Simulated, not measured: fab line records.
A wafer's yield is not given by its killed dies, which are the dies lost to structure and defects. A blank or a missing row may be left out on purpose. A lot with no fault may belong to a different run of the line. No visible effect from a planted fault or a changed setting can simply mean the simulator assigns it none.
Struck lot and sound lot, side by side / flow gf180mcu / 26 out of 602 route steps
Sound: wafers L677.2, L677.3, L677.5. Struck: wafer L682.5 (left out: L682.3, L682.6 of the same lot, which were not struck); the cause appears at the end.
At each step with rows: each side's tool, then ch and its chambers, then its first start. Under that, the readings that differ: sound wafers / struck wafers / difference of the means / sigmas: that difference in standard deviations of wafers without a fault.
alike: readings whose means differ by less than 2 such deviations, and words and numbers that are the same on both sides. not compared: withheld readings, readings that some wafer has no value for, bounds like >300 that may hide the same value, and numbers for which the record gives no deviation and whose values overlap.
The two part at a step that has a row with sigmas, a row that says differs or no value, or rows on one side only. Numbers that have no deviation but don't overlap get no sigmas and don't part them. A reading that every wafer of one side lacks parts them only if that side has two wafers or more.

first, 6 steps without rows for these wafers: GF_TOP_METAL_HMDS_08 (prime time 60 s); GF_TOP_METAL_COAT_09 (resist thk 1500 nm); GF_TOP_METAL_SOFTBAKE_10 (time 60 s); GF_TOP_METAL_EXPOSE_11 (exposes mask MetalTop, target cd 440 nm); GF_TOP_METAL_PEB_12; GF_TOP_METAL_DEVELOP_13 (develop time 60 s).
GF_TOP_METAL_CD_MEAS_14: target cd 440 nm.
  sound: cd_sem-01 at day 29 21:05; struck: cd_sem-02 at day 31 03:31
reading=cd_nm (nm); sound=442.7 442.3 443.5; struck=436.6; difference=-6.2; sigmas=-3
GF_TOP_METAL_OVL_MEAS_15:
  sound: overlay-02 at day 29 21:11; struck: overlay-02 at day 31 03:36
reading=TOP_METAL_OVL (nm); sound=-0.1 -0.4 -1.8; struck=2.5; difference=+3.3; sigmas=+2
GF_TOP_METAL_METAL_ETCH_16: etches the open film in Cl2/BCl3, stops on SiO2, target depth 1077.5 nm, time 179.6 s.
  sound on rie_metal-02 ch 0,1, day 29 21:13; struck on rie_metal-02 ch 1, day 31 03:41
  alike: drypump_motor_current_A, oes_product_au, throttle_valve_pct
  not compared: rf_hours_counter_h
GF_TOP_METAL_STRIP_17: strips in O2/N2.
  sound on plasma_asher-04 ch 0, day 29 21:24; struck on plasma_asher-04 ch 0, day 31 03:50
  alike: drypump_motor_current_A, heater_power_w, n2_flow_sccm, oes_product_au, platen_temp_c, strip_time_to_endpoint_s
  not compared: rf_hours_counter_h
then, 2 steps without rows for these wafers: GF_TOP_METAL_STRIP_18 (strips in post etch residue remover, time 1200 s); GF_TOP_METAL_CLEAN_19 (cleans in DIW).
GF_PASSIVATION_CVD_00: deposits SiO2 from TEOS, target thk 1000 nm, time 111.95 s.
  sound on pecvd-01 ch 1,2, day 29 21:58; struck on pecvd-03 ch 2, day 31 04:26
reading=run_length_s (s); sound=139.4 139.8 139.2; struck=146.0; difference=+6.5; sigmas=+13
reading=model.SiO2_of_PASSIVATION_CVD_00.thk_nm (nm); sound=993.1 992.7 1008; struck=1058; difference=+60; sigmas=
  alike: heater_power_w
  not compared: since_wet_clean_h
GF_PASSIVATION_THK_MEAS_01:
  sound: film_metro-03 at day 29 22:04; struck: film_metro-03 at day 31 04:45
reading=PASSIVATION_CVD_00_THK (nm); sound=993 991 1008; struck=1057; difference=+60; sigmas=+5
  not compared: hold
GF_PASSIVATION_CVD_02: deposits Si3N4, target thk 700 nm, time 486.18 s.
  sound on pecvd-04 ch 0,1,2, day 29 22:07; struck on pecvd-01 ch 1, day 31 10:31
reading=hold; sound=- - -; struck=await_dispo/5.7h/release; difference=no value on the sound wafers; sigmas=
  alike: heater_power_w, run_length_s
  not compared: since_wet_clean_h
GF_PASSIVATION_THK_MEAS_03:
  sound: film_metro-03 at day 29 22:25; struck: film_metro-04 at day 31 10:50
  alike: PASSIVATION_CVD_02_THK
then, 7 steps without rows for these wafers: GF_PASSIVATION_DEHYDRATE_04 (time 60 s); GF_PASSIVATION_HMDS_05 (prime time 60 s); GF_PASSIVATION_COAT_06 (resist thk 4000 nm); GF_PASSIVATION_SOFTBAKE_07; GF_PASSIVATION_EXPOSE_08 (exposes mask Pad, target cd 40000 nm); GF_PASSIVATION_PEB_09; GF_PASSIVATION_DEVELOP_10 (develop time 60 s).
GF_PASSIVATION_ETCH_11: etches the open film in CF4/O2, stops on TiN, target depth 1800 nm, time 400 s.
  sound on rie_diel-04 ch 0,1,3, day 30 16:10; struck on rie_diel-04 ch 3, day 31 21:40
reading=oes_product_au (a.u.); sound=0.956 0.956 0.969; struck=0.986; difference=+0.026; sigmas=+4
reading=model.etch.depth_nm (nm); sound=1688 1680 1712; struck=1766; difference=+73; sigmas=
reading=model.PASSIVATION.feature_depth_nm (nm); sound=1688 1680 1712; struck=1766; difference=+73; sigmas=
  alike: drypump_motor_current_A, throttle_valve_pct
  not compared: rf_hours_counter_h
GF_PASSIVATION_STRIP_12: strips in O2/N2.
  sound on plasma_asher-02 ch 0,1, day 30 16:25; struck on plasma_asher-02 ch 1, day 31 21:56
  alike: drypump_motor_current_A, heater_power_w, n2_flow_sccm, oes_product_au, platen_temp_c, strip_time_to_endpoint_s
  not compared: rf_hours_counter_h
next, for these wafers, 1 step has no rows: GF_PASSIVATION_PROBE_99.

== WHERE THEY PART ==
First at GF_TOP_METAL_CD_MEAS_14; last, within this record, at GF_PASSIVATION_ETCH_11. Later steps at which nothing parts them and some readings are alike: GF_PASSIVATION_STRIP_12.

WHY: whatever the simulator had introduced
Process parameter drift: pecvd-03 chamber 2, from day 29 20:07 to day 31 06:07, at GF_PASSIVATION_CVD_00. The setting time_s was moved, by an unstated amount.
